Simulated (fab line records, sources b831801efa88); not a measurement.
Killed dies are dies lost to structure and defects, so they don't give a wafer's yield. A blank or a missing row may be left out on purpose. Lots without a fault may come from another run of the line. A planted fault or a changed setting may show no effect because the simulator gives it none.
One fault seen from 2 desks | flow gf180mcu | each desk has only its own numbers; what lay behind them comes last

THE METROLOGY DESK
What the gauges read, lot by lot, whatever tool the lot ran on: means of the sampled wafers that have a number. A lot is out of limits, marked OUT, if its mean lies more than 4 standard deviations from the usual mean; the brackets give that distance.
Columns: A = CONTACT_OVL at GF_CONTACT_OVL_MEAS_15, usual 3 nm; B = M1_ALCU_RS at GF_M1_RS_MEAS_05, usual 0.0697 ohm/sq; C = cd_nm at GF_M1_CD_MEAS_14, usual 230.3 nm
lot  | first seen here | A  | B      | C
L131 | day 15 23:38    | 3  | 0.0709 | 229.3
L136 | day 17 22:02    | 9  | 0.0693 | 233.3
L137 | day 18 06:17    | 7  | 0.0693 | 229.9
L138 | day 18 14:32    | -1 | 0.0694 | 231.9
L142 | day 20 06:35    | -4 | 0.0703 | 229.7
L143 | day 20 10:53    | 1  | 0.0696 | 231.7
L146 | day 21 12:08    | -1 | 0.0693 | 229.2
L147 | day 21 17:26    | 8  | 0.0699 | 237.2 (+5.7) OUT
L148 | day 22 03:47    | -8 | 0.0699 | 237.8 (+6.2) OUT
L149 | day 22 15:06    | 6  | 0.0699 | 235.7 (+4.5) OUT
L150 | day 22 20:36    | -4 | 0.0696 | 231.5
L151 | day 23 19:20    | 1  | 0.0693 | 234.0
This desk's finding: out of limits on L147, L148, L149; first on L147, day 22 17:45 (cd_nm at GF_M1_CD_MEAS_14). In limits: L131, L136, L137, L138, L142, L143, L146, L150, L151.

THE TOOL OWNER'S DESK: krf_scanner-02
The tool's own readings at GF_M1_EXPOSE_11 (exposes mask Metal1, target cd 230 nm): means of the sampled wafers that have a number, for each lot that ran on this tool. A lot is out of limits, marked OUT, if its mean lies more than 4 standard deviations from the usual mean; the brackets give that distance.
Columns: A = exposure_dose_mJ_cm2 at GF_M1_EXPOSE_11, usual 28.005
lot  | first seen here | A
L131 | day 16 12:28    | 27.977
L137 | day 18 20:30    | 28.011
L138 | day 19 04:16    | 27.985
L146 | day 22 01:54    | 27.987
L147 | day 22 06:36    | 26.566 (-55) OUT
L148 | day 22 16:58    | 26.555 (-56) OUT
L149 | day 23 03:54    | 26.874 (-43) OUT
L151 | day 24 07:32    | 27.248 (-29) OUT
This desk's finding: out of limits on L147, L148, L149, L151; first on L147, day 22 06:36 (exposure_dose_mJ_cm2 at GF_M1_EXPOSE_11). In limits: L131, L137, L138, L146.

PUT TOGETHER
The tool owner's desk could have raised an alarm at day 22 06:36, on L147, L148, L149, L151.
The metrology desk could have raised an alarm at day 22 17:45, on L147, L148, L149.
The metrology desk has L151 on record, within its limits.
Of the lots named, all ran GF_M1_EXPOSE_11 on krf_scanner-02.

WHAT THE SIMULATOR HAD PUT IN
Process parameter drift: krf_scanner-02, from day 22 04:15 on, at GF_M1_EXPOSE_11. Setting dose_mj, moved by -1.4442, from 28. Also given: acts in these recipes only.
Lots struck among those shown: L147, L148, L149, L151.
Hours from the fault's start to each desk's first reading out of limits: the tool owner's desk, 2; the metrology desk, 14.
